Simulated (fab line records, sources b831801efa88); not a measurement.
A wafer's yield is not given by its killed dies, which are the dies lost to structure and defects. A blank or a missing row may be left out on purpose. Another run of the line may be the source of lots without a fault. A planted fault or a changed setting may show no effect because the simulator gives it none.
Chamber matching / flow gf180mcu / GF_V2_CMP_04 on cmp-02 has 4 sister chambers
The step polishes SiO2. 8 wafers are shown with their chamber, then 12 later ones without.

== EACH WAFER AND ITS CHAMBER ==
wafer=L086.1; chamber=1; motor_current_A (A)=10.5; time_to_endpoint_s (s)=89
wafer=L087.6; chamber=0; motor_current_A (A)=14.5; time_to_endpoint_s (s)=82
wafer=L089.1; chamber=2; motor_current_A (A)=12.0; time_to_endpoint_s (s)=82
wafer=L089.5; chamber=0; motor_current_A (A)=14.3; time_to_endpoint_s (s)=83
wafer=L089.6; chamber=3; motor_current_A (A)=11.4; time_to_endpoint_s (s)=77
wafer=L091.2; chamber=3; motor_current_A (A)=11.7; time_to_endpoint_s (s)=75
wafer=L091.3; chamber=1; motor_current_A (A)=10.9; time_to_endpoint_s (s)=79
wafer=L091.6; chamber=2; motor_current_A (A)=12.4; time_to_endpoint_s (s)=78

== WAFERS WITH NO CHAMBER GIVEN ==
wafer=L093.1; motor_current_A (A)=13.8; time_to_endpoint_s (s)=78
wafer=L093.3; motor_current_A (A)=12.0; time_to_endpoint_s (s)=80
wafer=L093.6; motor_current_A (A)=14.4; time_to_endpoint_s (s)=79
wafer=L094.1; motor_current_A (A)=11.6; time_to_endpoint_s (s)=76
wafer=L094.2; motor_current_A (A)=10.6; time_to_endpoint_s (s)=84
wafer=L094.3; motor_current_A (A)=12.8; time_to_endpoint_s (s)=75
wafer=L094.4; motor_current_A (A)=14.3; time_to_endpoint_s (s)=85
wafer=L094.5; motor_current_A (A)=13.9; time_to_endpoint_s (s)=80
wafer=L094.6; motor_current_A (A)=12.0; time_to_endpoint_s (s)=79
wafer=L095.3; motor_current_A (A)=14.2; time_to_endpoint_s (s)=74
wafer=L095.4; motor_current_A (A)=12.3; time_to_endpoint_s (s)=76
wafer=L095.6; motor_current_A (A)=11.8; time_to_endpoint_s (s)=81

== WHICH CHAMBER EACH WENT THROUGH ==
wafer=L093.1; from the rows above=0; in truth=0
wafer=L093.3; from the rows above=can't be placed: 2 or 3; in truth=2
wafer=L093.6; from the rows above=0; in truth=0
wafer=L094.1; from the rows above=3; in truth=3
wafer=L094.2; from the rows above=1; in truth=1
wafer=L094.3; from the rows above=2; in truth=2
wafer=L094.4; from the rows above=0; in truth=0
wafer=L094.5; from the rows above=0; in truth=0
wafer=L094.6; from the rows above=can't be placed: 2 or 3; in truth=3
wafer=L095.3; from the rows above=0; in truth=0
wafer=L095.4; from the rows above=2; in truth=2
wafer=L095.6; from the rows above=can't be placed: 3 or 2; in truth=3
Correct placement for 9 of the 12. Cannot be placed on the basis of these rows: 3; the candidates contain the true chamber in 3. Wrongly placed: 0.
How it was worked out, from the rows above alone: a wafer's distance from a chamber is the root of the sum, over the readings, of the square of ((its reading less the chamber's mean) divided by the reading's scatter). The wafer belongs to the nearest chamber; if the next one is less than 2 further off, it can't be placed. A chamber's mean is the mean of its shown wafers. How the scatter is found: for the shown wafers, subtract from each reading the mean of its chamber, square and add these, divide the total by (wafers less chambers), then take the root.
